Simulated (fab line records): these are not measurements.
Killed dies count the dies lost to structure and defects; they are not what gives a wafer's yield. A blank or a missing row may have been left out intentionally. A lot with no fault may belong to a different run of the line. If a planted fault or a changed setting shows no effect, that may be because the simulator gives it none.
Problem report in the 8D (eight disciplines) form, filled by code	flow sfq line	the parts of the form that need people (team, actions taken, sign-off) are left out

== 1. PROBLEM STATEMENT ==
Mean of run length s at SFQ_TRILAYER_M4_ETCH_METAL_ETCH_096: 179.3 s across 5 wafers in 3 lots; on wafers with no fault it is 148.4 s (standard deviation 0.67). Relative to the usual mean, that is a shift of +46 standard deviations.
The step: etches Nb in Cl2/Ar, stops on SiO2, target depth 240 nm, time 120 s.
The first sign was on wafer L792.4 at day 61 03:34, on rie metal-03. At this step, 21 wafers from 7 lots have a number in the record. The rule behind "out" and "out of limits": a value lying over 4 standard deviations away from the usual mean. The other wafers with a number count as sound.

== 2. WHAT THIS IS AND IS NOT ==
question	is	is not
which readings at this step	run length s, oes product au	chamber pressure mTorr, drypump motor current A
which lots	L792, L794, L796	L780, L784, L797, L798
which wafers of those lots	L792.4, L792.5, L794.1, L794.5, L796.1	L792.3, L794.3, L796.2, L796.4
read on which tools	rie metal-03	rie metal-02, rie metal-04
when	from day 61 03:34	up to then (7 sound wafers); but 9 sound wafers of L794, L796, L797, L798 came after

== 3. SUSPECTS, AND WHAT RULES EACH OUT ==
Counting: any tool at a process step up to the reading remains a suspect provided it ran every lot that is out. Sound lots after the first of them don't rule it out here, since some wafers of a struck lot are sound.
- rie metal-03 at SFQ_TRILAYER_M4_BARC_OPEN_METAL_ETCH_123 (etches BARC in O2, target depth 125 nm, time 41.7 s): kept. Every lot that is out went through it, the first being L792 (day 61 03:28); the last sound lot it ran before that was L784 (day 59 08:08).
- rie metal-03 at SFQ_TRILAYER_M4_ETCH_METAL_ETCH_096 (etches Nb in Cl2/Ar, stops on SiO2, target depth 240 nm, time 120 s): kept. Every lot that is out went through it, the first being L792 (day 61 03:34); the last sound lot it ran before that was L784 (day 59 08:11). Out on those wafers are its own readings of oes product au, run length s.
- The sound lot-mates ran in chamber 1 of rie metal-03 at SFQ_TRILAYER_M4_BARC_OPEN_METAL_ETCH_123, but the wafers that are out ran in chamber 0.
- The sound lot-mates ran in chamber 1 of rie metal-03 at SFQ_TRILAYER_M4_ETCH_METAL_ETCH_096, but the wafers that are out ran in chamber 0.
The count leaves rie metal-03 at SFQ_TRILAYER_M4_ETCH_METAL_ETCH_096 and rie metal-03 at SFQ_TRILAYER_M4_BARC_OPEN_METAL_ETCH_123.

== 4. THE CAUSE (what the simulator had put in) ==
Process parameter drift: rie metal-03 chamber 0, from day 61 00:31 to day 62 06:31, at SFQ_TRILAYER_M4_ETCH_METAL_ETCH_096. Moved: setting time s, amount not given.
Counting leaves 2 suspects; this tool is one of them.

== 5. SEQUENCE OF EFFECTS, ordered by route ==
One row per reading whose mean, taken over the struck wafers that have a number, lies over 3 standard deviations from the usual. Scope: only readings with a usual standard deviation given in the record; hours: median across lots of the time from each lot's start at the first step in this table that gives one to its start at this step; sigmas: change in usual standard deviations.
hours	step	reading	usual	on struck wafers	change	sigmas
0	SFQ_TRILAYER_M4_ETCH_METAL_ETCH_096	oes product au	0.897 a.u.	0.798	-0.099	-12
0	SFQ_TRILAYER_M4_ETCH_METAL_ETCH_096	run length s	148.4 s	179.3	+30.9	+46
The process steps in it:
- SFQ_TRILAYER_M4_ETCH_METAL_ETCH_096: etches Nb in Cl2/Ar, stops on SiO2, target depth 240 nm, time 120 s.

== 6. HOW IT WOULD HAVE BEEN CAUGHT EARLIER ==
In this record the first reading out of limits was taken at day 61 03:34, 3 hours after the fault began at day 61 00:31.
